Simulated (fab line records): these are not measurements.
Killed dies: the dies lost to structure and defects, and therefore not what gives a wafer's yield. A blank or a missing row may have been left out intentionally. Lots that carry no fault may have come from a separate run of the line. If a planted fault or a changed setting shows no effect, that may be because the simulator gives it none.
Which tool is to blame? || flow gf180mcu || 14 lots, 42 wafers sampled, at 2 steps of a route of 602

WHAT EACH GAUGE READ, for each wafer
GF_STI_THK_MEAS_24. Usual: for STI_CVD_23_THK the level is 651 nm and the standard deviation is 5.8.
{"lot": "L483", "measured": "day 2 06:01", "on": "filmMetro-03", "STI_CVD_23_THK (nm)": "659 654 659", "flag": ""}
{"lot": "L484", "measured": "day 2 10:02", "on": "filmMetro-01", "STI_CVD_23_THK (nm)": "650 652 648", "flag": ""}
{"lot": "L485", "measured": "day 2 18:35", "on": "filmMetro-01", "STI_CVD_23_THK (nm)": "646 630 647", "flag": ""}
{"lot": "L487", "measured": "day 3 06:39", "on": "filmMetro-01", "STI_CVD_23_THK (nm)": "644 651 648", "flag": ""}
{"lot": "L488", "measured": "day 3 09:13", "on": "filmMetro-04", "STI_CVD_23_THK (nm)": "657 653 655", "flag": ""}
{"lot": "L489", "measured": "day 3 12:37", "on": "filmMetro-01", "STI_CVD_23_THK (nm)": "648 645 649", "flag": ""}
{"lot": "L490", "measured": "day 3 21:44", "on": "filmMetro-03", "STI_CVD_23_THK (nm)": "660 656 659", "flag": ""}
{"lot": "L491", "measured": "day 4 00:25", "on": "filmMetro-03", "STI_CVD_23_THK (nm)": "657 651 649", "flag": ""}
{"lot": "L493", "measured": "day 4 07:43", "on": "filmMetro-01", "STI_CVD_23_THK (nm)": "651 415 406", "flag": "OFF"}
{"lot": "L494", "measured": "day 4 13:02", "on": "filmMetro-03", "STI_CVD_23_THK (nm)": "647 655 419", "flag": "OFF"}
{"lot": "L502", "measured": "day 6 07:47", "on": "filmMetro-03", "STI_CVD_23_THK (nm)": "645 648 643", "flag": ""}
{"lot": "L503", "measured": "day 6 11:23", "on": "filmMetro-04", "STI_CVD_23_THK (nm)": "640 650 646", "flag": ""}
{"lot": "L505", "measured": "day 6 23:02", "on": "filmMetro-01", "STI_CVD_23_THK (nm)": "654 654 654", "flag": ""}
{"lot": "L506", "measured": "day 7 02:39", "on": "filmMetro-03", "STI_CVD_23_THK (nm)": "665 652 665", "flag": ""}

TOOL THAT RAN EACH LOT (tool first, then ch and the chambers of the sampled wafers, then the start)
{"lot": "L483", "GF_STI_CVD_23": "hdpcvd-01 ch 0,1,2, day 2 05:56"}
{"lot": "L484", "GF_STI_CVD_23": "hdpcvd-01 ch 1,2, day 2 09:58"}
{"lot": "L485", "GF_STI_CVD_23": "hdpcvd-02 ch 0,1, day 2 18:30"}
{"lot": "L487", "GF_STI_CVD_23": "hdpcvd-02 ch 1,2, day 3 06:34"}
{"lot": "L488", "GF_STI_CVD_23": "hdpcvd-01 ch 0,1,2, day 3 09:08"}
{"lot": "L489", "GF_STI_CVD_23": "hdpcvd-01 ch 0,2, day 3 12:31"}
{"lot": "L490", "GF_STI_CVD_23": "hdpcvd-02 ch 0,1,2, day 3 21:40"}
{"lot": "L491", "GF_STI_CVD_23": "hdpcvd-01 ch 0,1,2, day 4 00:20"}
{"lot": "L493", "GF_STI_CVD_23": "hdpcvd-01 ch 0,2, day 4 07:38"}
{"lot": "L494", "GF_STI_CVD_23": "hdpcvd-01 ch 0,1,2, day 4 12:56"}
{"lot": "L502", "GF_STI_CVD_23": "hdpcvd-02 ch 0,1,2, day 6 07:42"}
{"lot": "L503", "GF_STI_CVD_23": "hdpcvd-02 ch 0,1, day 6 11:19"}
{"lot": "L505", "GF_STI_CVD_23": "hdpcvd-02 ch 0,1, day 6 22:57"}
{"lot": "L506", "GF_STI_CVD_23": "hdpcvd-02 ch 0,1,2, day 7 02:34"}
- GF_STI_CVD_23: deposits SiO2, target thk 650 nm, time 108.3 s.

WHAT THE TOOLS THEMSELVES READ (means of the sampled wafers that have a number; where no wafer has one, the mark that the record gives instead)
The record holds no such reading with a usual standard deviation.

THE ANSWER, worked out from the rows above alone
Rule: lot off if the mean of its wafers having a number is beyond 3 standard deviations from the usual mean. Also off: a lot with no number at a reading for which 4 or more lots have one. The other lots that the step has rows for count as sound. First the gauges in route order, then the tools' own readings, where a lot's mean is used as printed above. The first step at which some lot is off is used, and at that step the reading that is off furthest; a lot without a number counts as furthest.
Off: L493, L494, seen at GF_STI_THK_MEAS_24 (STI_CVD_23_THK).
If a tool, at a process step before that reading, ran all the lots that are off and no sound lot after the first of them, it fits. The gauges at GF_STI_THK_MEAS_24 are tried like those tools. One fits: hdpcvd-01 at GF_STI_CVD_23. Its last sound lot is L491 (day 4 00:20), its first lot that is off L493 (day 4 07:38): a fault that began between those two fits.

WHAT THE SIMULATOR HAD PUT IN
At GF_STI_CVD_23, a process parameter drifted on hdpcvd-01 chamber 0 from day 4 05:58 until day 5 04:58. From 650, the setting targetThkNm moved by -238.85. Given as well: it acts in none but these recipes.
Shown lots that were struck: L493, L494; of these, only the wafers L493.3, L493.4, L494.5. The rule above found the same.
